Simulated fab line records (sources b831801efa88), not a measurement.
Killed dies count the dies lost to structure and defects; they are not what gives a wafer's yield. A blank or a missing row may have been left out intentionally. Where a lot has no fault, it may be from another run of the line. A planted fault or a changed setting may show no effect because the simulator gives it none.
Problem report in the 8D (eight disciplines) form, filled by code -- flow sky130 -- the parts of the form that need people (team, actions taken, sign-off) are left out

## 1. PROBLEM STATEMENT
CONTACT_HDPCVD_THK at SKY_CONTACT_THK_MEAS_03 reads a mean of 396 nm on 1 wafer of 1 lot; wafers without a fault read 563 nm with a standard deviation of 6.4. Measured from the usual mean, that is -26 standard deviations.
First seen on wafer L371.4, day 35 02:09, on film_metro-01. The record has a number at this step for 33 wafers belonging to 11 lots. By rule, "out" or "out of limits" means more than 4 standard deviations away from the usual mean. Any other wafer with a number is counted as sound.

## 2. WHAT IT IS; WHAT IT IS NOT
question,is,is not
which readings at this step,CONTACT_HDPCVD_THK,-
which lots,L371,"L360, L362, L363, L364, L365, L373, L377, L381, L382, L383"
which wafers of those lots,L371.4,"L371.1, L371.6"
read on which gauges,film_metro-01,"film_metro-02, film_metro-04"
when,from day 35 02:09,"up to then (17 sound wafers); but 15 sound wafers of L373, L377, L381, L382, L383 came after"

## 3. WHAT RULES OUT EACH SUSPECT
Counting: if a tool at a process step up to the reading ran every lot that is out, it stays a suspect. Sound lots after the first of them don't rule it out here, since some wafers of a struck lot are sound.
- the gauge at SKY_CONTACT_THK_MEAS_03 is ruled out. All the wafers that are out were read on film_metro-01, but those of them that SKY_CONTACT_CMP_04 has rows for are out there too, on other tools.
- pvd_sputter-04 at SKY_LI_CONTACT_SPUTTER_19 (material Ti, target thk 20 nm, time 106.37 s): kept. L371, the lot that is out, went through it at day 33 20:54; up to then, the latest sound lot through it was L364 at day 31 12:03.
- hdpcvd-02 at SKY_CONTACT_HDPCVD_02 (deposits SiO2, target thk 565 nm, time 94.2 s): kept. L371, the lot that is out, went through it at day 35 02:03; up to then, the latest sound lot through it was L364 at day 32 17:58.
Remaining after the count are pvd_sputter-04 at SKY_LI_CONTACT_SPUTTER_19 and hdpcvd-02 at SKY_CONTACT_HDPCVD_02.

## 4. THE CAUSE (what the simulator had put in)
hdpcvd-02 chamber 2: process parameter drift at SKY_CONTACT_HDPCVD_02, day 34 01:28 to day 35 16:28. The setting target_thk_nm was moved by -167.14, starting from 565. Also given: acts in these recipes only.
2 suspects survive the count, and this tool is in that group.

## 5. SEQUENCE OF EFFECTS, ordered by route
One row per reading whose mean, taken over the struck wafers that have a number, lies over 3 standard deviations from the usual. Scope: only readings with a usual standard deviation given in the record; hours: median across lots of the time from each lot's start at the first step in this table that gives one to its start at this step; sigmas: change in usual standard deviations.
hours,step,reading,usual,on struck wafers,change,sigmas
0,SKY_CONTACT_THK_MEAS_03,CONTACT_HDPCVD_THK,563 nm,396,-167,-26
0,SKY_CONTACT_CMP_04,time_to_endpoint_s,81 s,22,-59,-16
Process steps it contains:
- SKY_CONTACT_CMP_04: polishes SiO2.
Later steps that measure or inspect, where all struck wafers having a row at the step show a number for every such reading and not one has moved that far: SKY_CONTACT_CD_MEAS_14.

## 6. HOW IT WOULD HAVE BEEN CAUGHT EARLIER
Counted from the fault's start at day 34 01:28, it took 25 hours until the first out-of-limits reading at a measuring or inspecting step in this record, taken at day 35 02:09.
All the lots that are out (1) had begun SKY_CONTACT_HDPCVD_02 on hdpcvd-02 by day 35 02:09. Holding the tool at that point would not have protected any of them.
